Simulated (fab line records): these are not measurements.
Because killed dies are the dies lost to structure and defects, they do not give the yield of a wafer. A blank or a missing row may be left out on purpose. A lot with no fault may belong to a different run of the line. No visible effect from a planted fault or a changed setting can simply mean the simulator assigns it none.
Chamber matching / flow sky130 / SKY_METAL4_ETCH_17 on rieDiel-01: 4 sister chambers
The step etches SiO2 in C4F8/O2/Ar, stops on TiN, time 3.9 s, target depth 15 nm. 36 wafers are shown with their chamber, then 12 later ones without.

== EACH WAFER AND ITS CHAMBER ==
wafer=L075.2; chamber=3; oesProductAu (a.u.)=0.750
wafer=L075.3; chamber=2; oesProductAu (a.u.)=0.745
wafer=L075.6; chamber=3; oesProductAu (a.u.)=0.753
wafer=L077.2; chamber=1; oesProductAu (a.u.)=0.757
wafer=L077.4; chamber=2; oesProductAu (a.u.)=0.745
wafer=L077.5; chamber=1; oesProductAu (a.u.)=0.761
wafer=L078.1; chamber=3; oesProductAu (a.u.)=0.742
wafer=L078.2; chamber=2; oesProductAu (a.u.)=0.756
wafer=L078.3; chamber=0; oesProductAu (a.u.)=0.748
wafer=L078.4; chamber=1; oesProductAu (a.u.)=0.758
wafer=L078.5; chamber=0; oesProductAu (a.u.)=0.760
wafer=L078.6; chamber=1; oesProductAu (a.u.)=0.752
wafer=L082.1; chamber=3; oesProductAu (a.u.)=0.743
wafer=L082.5; chamber=0; oesProductAu (a.u.)=0.750
wafer=L082.6; chamber=3; oesProductAu (a.u.)=0.754
wafer=L085.4; chamber=0; oesProductAu (a.u.)=0.752
wafer=L085.5; chamber=2; oesProductAu (a.u.)=0.760
wafer=L085.6; chamber=1; oesProductAu (a.u.)=0.745
wafer=L084.1; chamber=1; oesProductAu (a.u.)=0.743
wafer=L084.4; chamber=2; oesProductAu (a.u.)=0.752
wafer=L084.5; chamber=3; oesProductAu (a.u.)=0.753
wafer=L086.1; chamber=0; oesProductAu (a.u.)=0.736
wafer=L086.3; chamber=2; oesProductAu (a.u.)=0.750
wafer=L086.4; chamber=3; oesProductAu (a.u.)=0.746
wafer=L087.1; chamber=1; oesProductAu (a.u.)=0.749
wafer=L087.3; chamber=3; oesProductAu (a.u.)=0.747
wafer=L087.4; chamber=0; oesProductAu (a.u.)=0.742
wafer=L088.3; chamber=0; oesProductAu (a.u.)=0.755
wafer=L088.4; chamber=1; oesProductAu (a.u.)=0.756
wafer=L088.5; chamber=3; oesProductAu (a.u.)=0.760
wafer=L090.2; chamber=1; oesProductAu (a.u.)=0.747
wafer=L090.3; chamber=0; oesProductAu (a.u.)=0.748
wafer=L090.4; chamber=2; oesProductAu (a.u.)=0.761
wafer=L091.4; chamber=0; oesProductAu (a.u.)=0.759
wafer=L091.5; chamber=2; oesProductAu (a.u.)=0.747
wafer=L091.6; chamber=3; oesProductAu (a.u.)=0.751

SIGNATURES (means of the wafers above)
reading=oesProductAu; chamber 0=0.75000; chamber 1=0.75200; chamber 2=0.75200; chamber 3=0.74990; scatter within a chamber=0.00652
Rule: distance of a wafer from a chamber = root of the sum over the readings of ((wafer's reading minus chamber's mean) / reading's scatter) squared. The wafer belongs to the nearest chamber; if the next one is less than 2 further off, it can't be placed. The scatter is the square root of a quotient: the sum, over the shown wafers, of each reading's squared deviation from its chamber's mean, divided by wafers minus chambers.

== WAFERS MISSING THEIR CHAMBER ==
wafer=L092.3; oesProductAu (a.u.)=0.748
wafer=L092.4; oesProductAu (a.u.)=0.746
wafer=L092.6; oesProductAu (a.u.)=0.755
wafer=L093.3; oesProductAu (a.u.)=0.758
wafer=L093.4; oesProductAu (a.u.)=0.753
wafer=L093.5; oesProductAu (a.u.)=0.765
wafer=L095.2; oesProductAu (a.u.)=0.753
wafer=L095.3; oesProductAu (a.u.)=0.763
wafer=L095.6; oesProductAu (a.u.)=0.760
wafer=L097.1; oesProductAu (a.u.)=0.768
wafer=L097.3; oesProductAu (a.u.)=0.754
wafer=L097.4; oesProductAu (a.u.)=0.768

== CHAMBER TAKEN BY EACH ==
wafer=L092.3; from the rows above=can't be placed: 3 or 0 or 1 or 2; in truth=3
wafer=L092.4; from the rows above=can't be placed: 3 or 0 or 1 or 2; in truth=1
wafer=L092.6; from the rows above=can't be placed: 1 or 2 or 0 or 3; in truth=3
wafer=L093.3; from the rows above=can't be placed: 1 or 2 or 0 or 3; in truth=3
wafer=L093.4; from the rows above=can't be placed: 1 or 2 or 0 or 3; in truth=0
wafer=L093.5; from the rows above=can't be placed: 1 or 2 or 0 or 3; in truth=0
wafer=L095.2; from the rows above=can't be placed: 1 or 2 or 0 or 3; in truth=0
wafer=L095.3; from the rows above=can't be placed: 1 or 2 or 0 or 3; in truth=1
wafer=L095.6; from the rows above=can't be placed: 1 or 2 or 0 or 3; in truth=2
wafer=L097.1; from the rows above=can't be placed: 1 or 2 or 0 or 3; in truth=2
wafer=L097.3; from the rows above=can't be placed: 1 or 2 or 0 or 3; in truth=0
wafer=L097.4; from the rows above=can't be placed: 1 or 2 or 0 or 3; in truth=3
Placed correctly: 0 of 12. Unplaceable from these rows: 12, with the true chamber sitting among the candidates in 12. 0 placed wrongly.
